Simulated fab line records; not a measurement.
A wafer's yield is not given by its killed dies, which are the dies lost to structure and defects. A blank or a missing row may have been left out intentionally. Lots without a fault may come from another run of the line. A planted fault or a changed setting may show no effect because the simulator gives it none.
The tool behind it: which one? ; flow gf180mcu ; Sampling: 13 lots, 39 wafers, 6 of 602 route steps

## WHAT EACH GAUGE READ, for each wafer
GF_HV_LDD_CD_MEAS_46: target cd 400 nm.
lot;measured;on;cdNm (nm)
L537;day 12 09:37;cdSem-01;395.0 395.2 395.8
L540;day 13 13:33;cdSem-01;396.9 399.2 399.2
L546;day 15 06:01;cdSem-01;400.1 402.0 399.0
L548;day 16 02:41;cdSem-01;404.1 405.1 405.8
L549;day 16 05:57;cdSem-02;400.6 401.9 400.3
L553;day 17 16:36;cdSem-01;401.5 400.0 400.7
L554;day 18 05:13;cdSem-01;400.4 397.7 399.2
L555;day 18 12:53;cdSem-02;404.3 399.5 403.7
L556;day 18 18:46;cdSem-02;402.0 402.9 400.5
L557;day 19 04:19;cdSem-02;399.8 398.7 400.1
L558;day 19 07:33;cdSem-01;398.6 395.7 397.7
L559;day 20 01:43;cdSem-01;398.0 399.6 399.2
L560;day 20 10:42;cdSem-02;401.3 401.8 401.5

GF_SAB_CD_MEAS_09: target cd 420 nm.
lot;measured;on;cdNm (nm)
L537;day 15 03:04;cdSem-02;419.2 421.1 419.5
L540;day 16 10:02;cdSem-02;417.4 416.3 417.1
L546;day 18 06:30;cdSem-02;422.1 418.4 420.4
L548;day 19 04:32;cdSem-01;417.8 419.5 419.6
L549;day 19 08:28;cdSem-02;421.4 422.3 419.5
L553;day 20 21:02;cdSem-02;420.1 422.0 418.8
L554;day 21 09:53;cdSem-02;420.4 419.3 419.2
L555;day 21 18:01;cdSem-02;421.0 422.0 423.0
L556;day 21 23:33;cdSem-02;419.4 419.1 418.6
L557;day 22 08:46;cdSem-01;421.6 422.0 422.4
L558;day 22 13:10;cdSem-02;421.3 418.9 418.7
L559;day 23 05:03;cdSem-02;423.0 423.0 419.8
L560;day 23 12:11;cdSem-01;422.4 421.1 424.5

GF_CONTACT_THK_MEAS_03.
lot;measured;on;CONTACT_CVD_02_THK (nm)
L537;day 15 04:16;filmMetro-03;858 866 865
L540;day 16 11:13;filmMetro-04;854 839 865
L546;day 18 07:46;filmMetro-03;1090 1107 1110
L548;day 19 05:42;filmMetro-03;1102 1107 1111
L549;day 19 09:40;filmMetro-01;863 865 857
L553;day 20 22:22;filmMetro-01;867 862 844
L554;day 21 11:05;filmMetro-03;849 863 872
L555;day 21 19:16;filmMetro-03;851 861 870
L556;day 22 00:46;filmMetro-04;859 856 878
L557;day 22 09:57;filmMetro-03;856 872 873
L558;day 22 14:22;filmMetro-04;854 863 870
L559;day 23 06:16;filmMetro-01;877 856 865
L560;day 23 13:25;filmMetro-03;860 872 860

GF_V1_THK_MEAS_25: measures by xrf.
lot;measured;on;V1_W_THK (nm)
L537;day 18 04:23;filmMetro-02;350 348 342
L540;day 19 14:32;filmMetro-03;348 338 351
L546;day 21 12:16;filmMetro-01;345 343 345
L548;day 22 10:53;filmMetro-01;360 355 352
L549;day 22 14:27;filmMetro-01;354 354 351
L553;day 24 00:23;filmMetro-02;346 339 345
L554;day 24 13:33;filmMetro-02;342 346 341
L555;day 24 19:37;filmMetro-02;343 348 344
L556;day 25 01:47;filmMetro-01;353 348 355
L557;day 25 09:36;filmMetro-02;343 350 348
L558;day 25 14:31;filmMetro-02;338 338 345
L559;day 26 04:11;filmMetro-03;346 350 348
L560;day 26 10:53;filmMetro-03;344 343 347

## WHAT TOOL EACH LOT RAN ON (gives the tool, then ch and the chambers of the sampled wafers, and finally the start)
lot;GF_CONTACT_CVD_02;GF_CONTACT_CMP_04
L537;pecvd-03 ch 0,2, day 15 04:11;cmp-02 ch 0,3, day 15 04:19
L540;pecvd-04 ch 1,2, day 16 11:09;cmp-01 ch 1,2,3, day 16 11:20
L546;pecvd-02 ch 0,1,2, day 18 07:41;cmp-01 ch 1,2,3, day 18 07:49
L548;pecvd-02 ch 0,1,2, day 19 05:38;cmp-02 ch 0,1,2, day 19 05:50
L549;pecvd-04 ch 1,2, day 19 09:35;cmp-01 ch 0,2,3, day 19 09:52
L553;pecvd-04 ch 0,1,2, day 20 22:17;cmp-02 ch 0,1,2, day 20 22:34
L554;pecvd-03 ch 0,2, day 21 11:01;cmp-02 ch 0,1, day 21 11:08
L555;pecvd-02 ch 0,1, day 21 19:11;cmp-01 ch 0,3, day 21 19:19
L556;pecvd-04 ch 1,2, day 22 00:41;cmp-01 ch 1,3, day 22 00:49
L557;pecvd-03 ch 0,1,2, day 22 09:52;cmp-01 ch 1,2,3, day 22 10:05
L558;pecvd-03 ch 0,1,2, day 22 14:18;cmp-01 ch 1,2,3, day 22 14:26
L559;pecvd-04 ch 0,1, day 23 06:11;cmp-02 ch 0,1,3, day 23 06:19
L560;pecvd-04 ch 0,2, day 23 13:20;cmp-02 ch 1,2,3, day 23 13:28
- GF_CONTACT_CVD_02: deposits SiO2 from TEOS, target thk 860 nm, time 95.992 s.
- GF_CONTACT_CMP_04: polishes SiO2.

## WHAT THE TOOLS THEMSELVES READ (means of the sampled wafers that have a number; where no wafer has one, the mark that the record gives instead)
GF_CONTACT_CVD_02.
lot;tool;heaterPowerW (W)
L537;pecvd-03;742
L540;pecvd-04;573
L546;pecvd-02;757
L548;pecvd-02;695
L549;pecvd-04;549
L553;pecvd-04;595
L554;pecvd-03;727
L555;pecvd-02;733
L556;pecvd-04;560
L557;pecvd-03;658
L558;pecvd-03;662
L559;pecvd-04;628
L560;pecvd-04;604

GF_CONTACT_CMP_04.
lot;tool;motorCurrentA (A);timeToEndpointS (s)
L537;cmp-02;12.6;114
L540;cmp-01;11.9;113
L546;cmp-01;12.3;196
L548;cmp-02;12.1;207
L549;cmp-01;11.6;112
L553;cmp-02;12.6;115
L554;cmp-02;12.8;120
L555;cmp-01;11.3;109
L556;cmp-01;12.2;113
L557;cmp-01;12.4;115
L558;cmp-01;12.0;106
L559;cmp-02;12.6;113
L560;cmp-02;12.1;114

## THE ANSWER, worked out from the rows above alone
Rule: usual is defined by the lots themselves. The widest of any qualifying gaps counts: lots, ordered by their means at a reading, are off when they make up no more than a third of the lots, leave a main group of 4 or more, and stand apart from it by 3 or more times the standard deviation of that group's means. If all means in a main group match to the digits the tables above print for the reading, that group is not used. Also off: a lot with no number at a reading for which 4 or more lots have one. The other lots that the step has rows for count as sound. First the gauges in route order, then the tools' own readings, where a lot's mean is used as printed above. The first step at which some lot is off is used, and at that step the reading that is off furthest; a lot without a number counts as furthest.
Off: L546, L548, at GF_CONTACT_THK_MEAS_03 (CONTACT_CVD_02_THK). Mean 862 nm and standard deviation 3.8 in the main group.
A tool fits if, at a process step before that reading, it ran every lot that is off, and no sound lot after the first of them. The gauges at GF_CONTACT_THK_MEAS_03 aren't tried: what is off there is off at GF_CONTACT_CMP_04 too, on other tools, and a gauge's error can't cause that. Not one of the candidates tried fits.

## WHAT THE SIMULATOR HAD PUT IN
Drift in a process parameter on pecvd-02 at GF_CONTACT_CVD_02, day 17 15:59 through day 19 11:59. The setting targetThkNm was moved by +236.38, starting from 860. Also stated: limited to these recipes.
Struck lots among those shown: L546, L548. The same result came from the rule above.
